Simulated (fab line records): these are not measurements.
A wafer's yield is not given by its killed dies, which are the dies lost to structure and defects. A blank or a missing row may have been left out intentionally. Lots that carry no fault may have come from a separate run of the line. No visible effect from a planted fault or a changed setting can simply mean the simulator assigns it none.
Which tool is to blame? || flow gf180mcu || 11 lots, 33 wafers sampled, at 3 steps of a route of 602

## WHAT THE GAUGES READ, wafer by wafer
GF_CONTACT_RS_MEAS_25: measurement is done with a four-point probe.
{"lot": "L394", "measured": "day 16 08:45", "on": "filmMetro-01", "CONTACT_W_RS (ohm/sq)": "0.375 0.384 0.374"}
{"lot": "L395", "measured": "day 16 22:48", "on": "filmMetro-04", "CONTACT_W_RS (ohm/sq)": "0.394 0.387 0.384"}
{"lot": "L396", "measured": "day 17 11:21", "on": "filmMetro-01", "CONTACT_W_RS (ohm/sq)": "0.377 0.391 0.383"}
{"lot": "L402", "measured": "day 19 02:37", "on": "filmMetro-02", "CONTACT_W_RS (ohm/sq)": "0.196 0.196 0.193"}
{"lot": "L403", "measured": "day 19 23:23", "on": "filmMetro-04", "CONTACT_W_RS (ohm/sq)": "0.191 0.197 0.192"}
{"lot": "L406", "measured": "day 20 19:46", "on": "filmMetro-01", "CONTACT_W_RS (ohm/sq)": "0.376 0.384 0.377"}
{"lot": "L408", "measured": "day 21 06:51", "on": "filmMetro-01", "CONTACT_W_RS (ohm/sq)": "0.381 0.385 0.387"}
{"lot": "L411", "measured": "day 22 10:29", "on": "filmMetro-01", "CONTACT_W_RS (ohm/sq)": "0.377 0.387 0.375"}
{"lot": "L412", "measured": "day 22 14:04", "on": "filmMetro-01", "CONTACT_W_RS (ohm/sq)": "0.384 0.385 0.384"}
{"lot": "L413", "measured": "day 23 02:37", "on": "filmMetro-01", "CONTACT_W_RS (ohm/sq)": "0.385 0.385 0.376"}
{"lot": "L414", "measured": "day 23 08:01", "on": "filmMetro-04", "CONTACT_W_RS (ohm/sq)": "0.382 0.389 0.381"}

GF_CONTACT_THK_MEAS_26: measures by xrf.
{"lot": "L394", "measured": "day 16 08:51", "on": "filmMetro-01", "CONTACT_W_THK (nm)": "309 302 312"}
{"lot": "L395", "measured": "day 16 22:55", "on": "filmMetro-04", "CONTACT_W_THK (nm)": "293 298 301"}
{"lot": "L396", "measured": "day 17 11:28", "on": "filmMetro-01", "CONTACT_W_THK (nm)": "306 296 299"}
{"lot": "L402", "measured": "day 19 02:44", "on": "filmMetro-02", "CONTACT_W_THK (nm)": "- - -"}
{"lot": "L403", "measured": "day 19 23:29", "on": "filmMetro-04", "CONTACT_W_THK (nm)": "- - -"}
{"lot": "L406", "measured": "day 20 19:53", "on": "filmMetro-01", "CONTACT_W_THK (nm)": "309 302 307"}
{"lot": "L408", "measured": "day 21 06:58", "on": "filmMetro-01", "CONTACT_W_THK (nm)": "302 297 299"}
{"lot": "L411", "measured": "day 22 10:37", "on": "filmMetro-01", "CONTACT_W_THK (nm)": "305 298 307"}
{"lot": "L412", "measured": "day 22 14:11", "on": "filmMetro-01", "CONTACT_W_THK (nm)": "300 300 300"}
{"lot": "L413", "measured": "day 23 02:43", "on": "filmMetro-01", "CONTACT_W_THK (nm)": "302 303 309"}
{"lot": "L414", "measured": "day 23 08:08", "on": "filmMetro-04", "CONTACT_W_THK (nm)": "300 293 300"}

## TOOL THAT RAN EACH LOT (tool first, then ch and the chambers of the sampled wafers, then the start)
{"lot": "L394", "GF_CONTACT_CVD_24": "cvdW-01 ch 0,1, day 16 08:38"}
{"lot": "L395", "GF_CONTACT_CVD_24": "cvdW-02 ch 0,1, day 16 22:42"}
{"lot": "L396", "GF_CONTACT_CVD_24": "cvdW-01 ch 0,1, day 17 11:15"}
{"lot": "L402", "GF_CONTACT_CVD_24": "cvdW-01 ch 0,1, day 19 02:31"}
{"lot": "L403", "GF_CONTACT_CVD_24": "cvdW-01 ch 0,1, day 19 23:17"}
{"lot": "L406", "GF_CONTACT_CVD_24": "cvdW-02 ch 0,1, day 20 19:40"}
{"lot": "L408", "GF_CONTACT_CVD_24": "cvdW-02 ch 0,1, day 21 06:45"}
{"lot": "L411", "GF_CONTACT_CVD_24": "cvdW-01 ch 0,1, day 22 10:23"}
{"lot": "L412", "GF_CONTACT_CVD_24": "cvdW-01 ch 0, day 22 13:57"}
{"lot": "L413", "GF_CONTACT_CVD_24": "cvdW-01 ch 0,1, day 23 02:29"}
{"lot": "L414", "GF_CONTACT_CVD_24": "cvdW-02 ch 0,1, day 23 07:55"}
- GF_CONTACT_CVD_24: deposits W, target thk 300 nm, time 90.339 s.

## WHAT THE TOOLS THEMSELVES READ (means of the sampled wafers that have a number; where no wafer has one, the mark that the record gives instead)
GF_CONTACT_CVD_24.
{"lot": "L394", "tool": "cvdW-01", "heaterPowerW (W)": 843}
{"lot": "L395", "tool": "cvdW-02", "heaterPowerW (W)": 895}
{"lot": "L396", "tool": "cvdW-01", "heaterPowerW (W)": 931}
{"lot": "L402", "tool": "cvdW-01", "heaterPowerW (W)": 949}
{"lot": "L403", "tool": "cvdW-01", "heaterPowerW (W)": 841}
{"lot": "L406", "tool": "cvdW-02", "heaterPowerW (W)": 906}
{"lot": "L408", "tool": "cvdW-02", "heaterPowerW (W)": 904}
{"lot": "L411", "tool": "cvdW-01", "heaterPowerW (W)": 857}
{"lot": "L412", "tool": "cvdW-01", "heaterPowerW (W)": 1020}
{"lot": "L413", "tool": "cvdW-01", "heaterPowerW (W)": 941}
{"lot": "L414", "tool": "cvdW-02", "heaterPowerW (W)": 930}

## THE ANSWER, worked out from the rows above alone
Rule: what is usual is taken from the lots themselves. The widest of any qualifying gaps counts: lots, ordered by their means at a reading, are off when they make up no more than a third of the lots, leave a main group of 4 or more, and stand apart from it by 3 or more times the standard deviation of that group's means. A main group is skipped when, at the precision printed for the reading in the tables above, its means are all equal. Also off: a lot with no number at a reading for which 4 or more lots have one. All remaining lots with rows at the step are treated as sound. After the gauges, taken in route order, come the tools' own readings; for these a lot's mean is taken, as printed above. At the first step where some lot is off, the reading lying furthest off is the one used; lots without a number count as furthest.
Off: at GF_CONTACT_RS_MEAS_25 (CONTACT_W_RS), L402, L403. Mean 0.383 ohm/sq and standard deviation 0.0031 in the main group.
A tool fits if, at a process step before that reading, it ran every lot that is off, and no sound lot after the first of them. Gauges at GF_CONTACT_RS_MEAS_25: tried the same way as those tools. None of those tried fits.

## WHAT WAS PUT IN BY THE SIMULATOR
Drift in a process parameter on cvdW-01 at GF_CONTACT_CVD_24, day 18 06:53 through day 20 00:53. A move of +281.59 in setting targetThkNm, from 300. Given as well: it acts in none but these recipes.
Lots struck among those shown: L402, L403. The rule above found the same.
